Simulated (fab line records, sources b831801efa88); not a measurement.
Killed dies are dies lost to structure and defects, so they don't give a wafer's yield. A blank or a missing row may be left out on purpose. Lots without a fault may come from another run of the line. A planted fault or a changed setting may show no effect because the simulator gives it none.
Which tool did it? | flow gf180mcu | 24 lots, 72 wafers sampled, at 4 steps of a route of 602

WHAT THE GAUGES READ, wafer by wafer
GF_V2_THK_MEAS_03. Usual: V2_CVD_02_THK 845 nm, standard deviation 13.
lot  | measured     | on            | V2_CVD_02_THK (nm) | flag
L074 | day 19 03:37 | film_metro-04 | 842 842 851        |
L075 | day 19 08:02 | film_metro-02 | 868 851 858        |
L076 | day 20 01:17 | film_metro-03 | 838 834 855        |
L077 | day 20 11:44 | film_metro-03 | 840 840 836        |
L078 | day 20 16:15 | film_metro-02 | 827 858 837        |
L079 | day 21 03:33 | film_metro-02 | 834 830 852        |
L080 | day 21 11:25 | film_metro-04 | 830 849 842        |
L081 | day 21 22:10 | film_metro-04 | 829 832 856        |
L082 | day 22 10:49 | film_metro-04 | 828 829 850        |
L083 | day 22 22:28 | film_metro-04 | 842 852 841        |
L085 | day 23 13:50 | film_metro-03 | 874 867 874        |
L084 | day 23 14:23 | film_metro-03 | 839 846 843        |
L086 | day 23 20:43 | film_metro-02 | 847 847 857        |
L087 | day 24 01:01 | film_metro-03 | 836 850 842        |
L088 | day 24 14:55 | film_metro-04 | 851 837 854        |
L089 | day 25 05:05 | film_metro-03 | 849 854 871        |
L090 | day 25 09:44 | film_metro-04 | 855 834 835        |
L091 | day 25 14:43 | film_metro-04 | 816 849 846        |
L092 | day 25 20:23 | film_metro-02 | 844 825 853        |
L093 | day 26 03:49 | film_metro-02 | 848 831 859        |
L094 | day 26 07:19 | film_metro-04 | 829 864 872        |
L095 | day 26 20:38 | film_metro-02 | 828 842 846        |
L096 | day 26 21:55 | film_metro-02 | 834 842 864        |
L097 | day 27 02:40 | film_metro-04 | 832 857 862        |

GF_V2_CD_MEAS_14: target cd 260 nm. Usual: cd_nm 260.0 nm, standard deviation 1.2.
lot  | measured     | on        | cd_nm (nm)        | flag
L074 | day 20 04:45 | cd_sem-02 | 258.9 260.1 259.9 |
L075 | day 20 08:41 | cd_sem-02 | 259.6 260.4 260.2 |
L076 | day 21 01:27 | cd_sem-02 | 258.8 258.9 260.3 |
L077 | day 21 12:34 | cd_sem-01 | 258.4 259.0 258.1 |
L078 | day 21 16:25 | cd_sem-01 | 261.0 259.4 259.7 |
L079 | day 22 03:32 | cd_sem-01 | 262.9 262.8 262.8 |
L080 | day 22 12:52 | cd_sem-01 | 260.1 258.8 260.3 |
L081 | day 22 21:47 | cd_sem-02 | 262.5 262.5 261.7 |
L082 | day 23 10:16 | cd_sem-02 | 261.5 261.6 261.0 |
L083 | day 23 21:27 | cd_sem-01 | 259.8 259.1 260.1 |
L085 | day 24 12:13 | cd_sem-02 | 259.6 260.6 259.4 |
L084 | day 24 13:23 | cd_sem-01 | 261.5 260.3 259.6 |
L086 | day 24 19:43 | cd_sem-02 | 260.3 260.2 259.0 |
L087 | day 24 23:57 | cd_sem-02 | 261.8 259.5 260.9 |
L088 | day 25 12:46 | cd_sem-02 | 261.4 259.8 260.0 |
L089 | day 26 02:59 | cd_sem-01 | 260.3 260.6 261.2 |
L090 | day 26 07:06 | cd_sem-01 | 258.2 258.8 259.4 |
L091 | day 26 12:34 | cd_sem-02 | 258.7 259.8 259.4 |
L092 | day 26 17:36 | cd_sem-02 | 259.2 258.5 258.2 |
L093 | day 27 01:14 | cd_sem-02 | 259.6 259.7 259.0 |
L094 | day 27 04:41 | cd_sem-01 | 258.0 259.3 258.7 |
L095 | day 27 16:55 | cd_sem-01 | 258.4 259.1 259.6 |
L096 | day 27 17:52 | cd_sem-02 | 259.5 259.9 260.2 |
L097 | day 27 23:37 | cd_sem-01 | 260.8 260.0 261.1 |

WHICH TOOL RAN EACH LOT (tool, then ch and the chambers of the sampled wafers, then the start)
lot  | GF_M1_METAL_ETCH_16               | GF_M1_STRIP_17
L074 | rie_metal-01 ch 0,1, day 17 00:15 | plasma_asher-01 ch 0,1, day 17 00:23
L075 | rie_metal-02 ch 0,1, day 17 04:55 | plasma_asher-02 ch 0,1, day 17 05:02
L076 | rie_metal-03 ch 0,1, day 17 20:26 | plasma_asher-02 ch 0,1, day 17 20:34
L077 | rie_metal-01 ch 0,1, day 18 06:47 | plasma_asher-03 ch 0,1, day 18 06:55
L078 | rie_metal-01 ch 0,1, day 18 12:17 | plasma_asher-01 ch 0,1, day 18 12:25
L079 | rie_metal-03 ch 0, day 18 22:18   | plasma_asher-03 ch 0,1, day 18 22:26
L080 | rie_metal-01 ch 0, day 19 07:54   | plasma_asher-02 ch 0,1, day 19 08:02
L081 | rie_metal-01 ch 0,1, day 19 18:31 | plasma_asher-01 ch 0,1, day 19 18:38
L082 | rie_metal-01 ch 0,1, day 20 06:12 | plasma_asher-03 ch 0,1, day 20 06:20
L083 | rie_metal-03 ch 0,1, day 20 19:55 | plasma_asher-03 ch 0,1, day 20 20:02
L085 | rie_metal-01 ch 0,1, day 21 08:26 | plasma_asher-01 ch 0,1, day 21 08:34
L084 | rie_metal-02 ch 0,1, day 21 09:26 | plasma_asher-01 ch 0,1, day 21 09:33
L086 | rie_metal-01 ch 0,1, day 21 16:35 | plasma_asher-03 ch 0,1, day 21 16:42
L087 | rie_metal-01 ch 0,1, day 21 22:33 | plasma_asher-02 ch 0,1, day 21 22:41
L088 | rie_metal-02 ch 0,1, day 22 13:11 | plasma_asher-03 ch 0,1, day 22 13:21
L089 | rie_metal-02 ch 0, day 23 03:47   | plasma_asher-03 ch 0,1, day 23 04:00
L090 | rie_metal-02 ch 0, day 23 08:34   | plasma_asher-02 ch 0,1, day 23 08:50
L091 | rie_metal-01 ch 0,1, day 23 13:52 | plasma_asher-01 ch 0,1, day 23 14:00
L092 | rie_metal-01 ch 0,1, day 23 20:07 | plasma_asher-03 ch 0,1, day 23 20:15
L093 | rie_metal-02 ch 0,1, day 24 04:07 | plasma_asher-01 ch 0,1, day 24 04:15
L094 | rie_metal-01 ch 0,1, day 24 07:58 | plasma_asher-01 ch 0,1, day 24 08:06
L095 | rie_metal-03 ch 0,1, day 24 22:00 | plasma_asher-01 ch 0,1, day 24 22:08
L096 | rie_metal-01 ch 0,1, day 25 00:18 | plasma_asher-01 ch 0,1, day 25 00:26
L097 | rie_metal-03 ch 0, day 25 04:51   | plasma_asher-03 ch 0,1, day 25 04:59
- GF_M1_METAL_ETCH_16: etches the open film in Cl2/BCl3, stops on SiO2, target depth 750.8 nm, time 125.1 s.
- GF_M1_STRIP_17: strips in O2/N2.

WHAT THE TOOLS THEMSELVES READ (means of the sampled wafers that have a number; where no wafer has one, the mark that the record gives instead)
GF_M1_METAL_ETCH_16. Usual: bcl3_flow_sccm 39.99 sccm, standard deviation 0.12; drypump_motor_current_A 5.8 A, standard deviation 0.48; mfc_cl2_sccm 79.99 sccm, standard deviation 0.24; oes_product_au 0.987 a.u., standard deviation 0.0062; throttle_valve_pct 28.233 %, standard deviation 0.0093.
lot  | tool         | bcl3_flow_sccm (sccm) | drypump_motor_current_A (A) | mfc_cl2_sccm (sccm) | oes_product_au (a.u.) | throttle_valve_pct (%) | flag
L074 | rie_metal-01 | 40.12                 | 6.2                         | 80.03               | 0.977                 | 28.240                 |
L075 | rie_metal-02 | 40.12                 | 5.3                         | 80.39               | 0.983                 | 28.238                 |
L076 | rie_metal-03 | 40.03                 | 5.7                         | 79.99               | 0.990                 | 28.232                 |
L077 | rie_metal-01 | 40.10                 | 6.2                         | 79.93               | 0.987                 | 28.236                 |
L078 | rie_metal-01 | 39.99                 | 6.2                         | 80.29               | 0.983                 | 28.227                 |
L079 | rie_metal-03 | 39.89                 | 5.4                         | 80.17               | 1.001                 | 28.222                 |
L080 | rie_metal-01 | 39.90                 | 6.5                         | 79.70               | 0.986                 | 28.235                 |
L081 | rie_metal-01 | 39.96                 | 5.9                         | 79.91               | 0.988                 | 28.225                 |
L082 | rie_metal-01 | 40.07                 | 5.9                         | 79.97               | 0.989                 | 28.228                 |
L083 | rie_metal-03 | 39.97                 | 5.7                         | 80.17               | 0.988                 | 28.231                 |
L085 | rie_metal-01 | 39.94                 | 5.9                         | 79.90               | 0.986                 | 28.238                 |
L084 | rie_metal-02 | 40.02                 | 5.5                         | 79.77               | 0.992                 | 28.242                 |
L086 | rie_metal-01 | 40.09                 | 6.2                         | 80.07               | 0.987                 | 28.228                 |
L087 | rie_metal-01 | 40.12                 | 5.9                         | 80.16               | 0.981                 | 28.239                 |
L088 | rie_metal-02 | 39.96                 | 5.3                         | 80.14               | 0.987                 | 28.238                 |
L089 | rie_metal-02 | 39.74                 | 5.7                         | 79.78               | 0.986                 | 28.232                 |
L090 | rie_metal-02 | 40.04                 | 5.7                         | 80.13               | 0.990                 | 28.230                 |
L091 | rie_metal-01 | 39.92                 | 5.9                         | 79.91               | 0.980                 | 28.241                 |
L092 | rie_metal-01 | 40.01                 | 6.2                         | 79.91               | 0.989                 | 28.231                 |
L093 | rie_metal-02 | 39.97                 | 5.5                         | 79.66               | 0.983                 | 28.226                 |
L094 | rie_metal-01 | 39.99                 | 5.9                         | 80.07               | 0.985                 | 28.234                 |
L095 | rie_metal-03 | 40.07                 | 5.5                         | 80.01               | 0.987                 | 28.230                 |
L096 | rie_metal-01 | 39.96                 | 6.3                         | 79.84               | 0.988                 | 28.234                 |
L097 | rie_metal-03 | 40.03                 | 5.4                         | 80.08               | 0.992                 | 28.223                 |

GF_M1_STRIP_17. Usual: drypump_motor_current_A 5.83 A, standard deviation 0.29; heater_power_w 323 W, standard deviation 34; oes_product_au 0.539 a.u., standard deviation 0.0046; strip_time_to_endpoint_s 7.43 s, standard deviation 0.047.
lot  | tool            | drypump_motor_current_A (A) | heater_power_w (W) | oes_product_au (a.u.) | strip_time_to_endpoint_s (s) | flag
L074 | plasma_asher-01 | 6.09                        | 325                | 0.539                 | 7.48                         |
L075 | plasma_asher-02 | 6.02                        | 304                | 0.537                 | 7.40                         |
L076 | plasma_asher-02 | 6.01                        | 308                | 0.536                 | 7.38                         |
L077 | plasma_asher-03 | 5.46                        | 345                | 0.536                 | 7.40                         |
L078 | plasma_asher-01 | 6.06                        | 322                | 0.540                 | 7.43                         |
L079 | plasma_asher-03 | 5.45                        | 312                | 0.537                 | 7.30                         |
L080 | plasma_asher-02 | 5.97                        | 331                | 0.538                 | 7.44                         |
L081 | plasma_asher-01 | 6.11                        | 321                | 0.539                 | 7.46                         |
L082 | plasma_asher-03 | 5.47                        | 347                | 0.541                 | 7.43                         |
L083 | plasma_asher-03 | 5.48                        | 345                | 0.539                 | 7.39                         |
L085 | plasma_asher-01 | 6.04                        | 319                | 0.538                 | 7.47                         |
L084 | plasma_asher-01 | 6.09                        | 323                | 0.541                 | 7.44                         |
L086 | plasma_asher-03 | 5.48                        | 313                | 0.540                 | 7.41                         |
L087 | plasma_asher-02 | 5.98                        | 331                | 0.538                 | 7.49                         |
L088 | plasma_asher-03 | 5.46                        | 340                | 0.538                 | 7.44                         |
L089 | plasma_asher-03 | 5.47                        | 344                | 0.540                 | 7.42                         |
L090 | plasma_asher-02 | 6.02                        | 309                | 0.542                 | 7.46                         |
L091 | plasma_asher-01 | 6.04                        | 321                | 0.541                 | 7.48                         |
L092 | plasma_asher-03 | 5.46                        | 307                | 0.536                 | 7.40                         |
L093 | plasma_asher-01 | 6.05                        | 318                | 0.535                 | 7.45                         |
L094 | plasma_asher-01 | 6.05                        | 319                | 0.543                 | 7.45                         |
L095 | plasma_asher-01 | 6.05                        | 321                | 0.534                 | 7.36                         |
L096 | plasma_asher-01 | 6.09                        | 322                | 0.538                 | 7.47                         |
L097 | plasma_asher-03 | 5.47                        | 346                | 0.541                 | 7.39                         |

THE ANSWER, worked out from the rows above alone
Rule: a lot is off if the mean of its wafers that have a number lies more than 3 standard deviations from the usual mean. A lot without any number at a reading at which 4 lots or more have one is off too. The other lots that the step has rows for count as sound. The gauges are gone through in route order, then the tools' own readings, and for those a lot's mean is taken as printed above. The first step at which some lot is off is used, and at that step the reading that is off furthest; a lot without a number counts as furthest.
No lot is off at any reading shown: from this, nothing can be told.

WHAT THE SIMULATOR HAD PUT IN
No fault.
